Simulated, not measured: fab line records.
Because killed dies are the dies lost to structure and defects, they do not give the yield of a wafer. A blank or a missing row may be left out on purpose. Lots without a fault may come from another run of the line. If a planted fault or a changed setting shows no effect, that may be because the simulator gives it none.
Matching of chambers	flow gf180mcu	GF_V5_CMP_04 on cmp-02: 4 sister chambers
The step polishes SiO2. 8 wafers are shown with their chamber, then 9 later ones without.

## WAFERS PAIRED WITH THEIR CHAMBERS
wafer	chamber	motor-current-A (A)
L641.1	3	11.4
L643.3	0	10.5
L644.2	0	11.0
L644.4	1	10.7
L644.6	2	11.3
L647.2	1	11.2
L647.4	2	11.5
L647.5	3	11.1

## WAFERS WITH NO CHAMBER GIVEN
wafer	motor-current-A (A)
L650.4	10.9
L650.5	11.7
L650.6	11.5
L655.3	11.5
L655.4	10.8
L655.5	11.2
L656.2	11.3
L656.4	11.6
L656.6	11.7

## EACH ONE'S CHAMBER
wafer	from the rows above	in truth
L650.4	can't be placed: 1 or 0 or 3 or 2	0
L650.5	can't be placed: 2 or 3 or 1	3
L650.6	can't be placed: 2 or 3 or 1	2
L655.3	can't be placed: 2 or 3 or 1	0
L655.4	can't be placed: 0 or 1 or 3 or 2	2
L655.5	can't be placed: 3 or 2 or 1 or 0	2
L656.2	can't be placed: 3 or 2 or 1 or 0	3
L656.4	can't be placed: 2 or 3 or 1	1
L656.6	can't be placed: 2 or 3 or 1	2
0 of 9 placed correctly. From these rows, 9 cannot be placed; in 8 the true chamber is one of the candidates. Wrongly placed: 0.
How it was worked out, from the rows above alone: a wafer's distance from a chamber is the root of the sum, over the readings, of the square of ((its reading less the chamber's mean) divided by the reading's scatter). The wafer belongs to the nearest chamber; if the next one is less than 2 further off, it can't be placed. A chamber's mean is the mean of its shown wafers. The scatter is the square root of a quotient: the sum, over the shown wafers, of each reading's squared deviation from its chamber's mean, divided by wafers minus chambers.
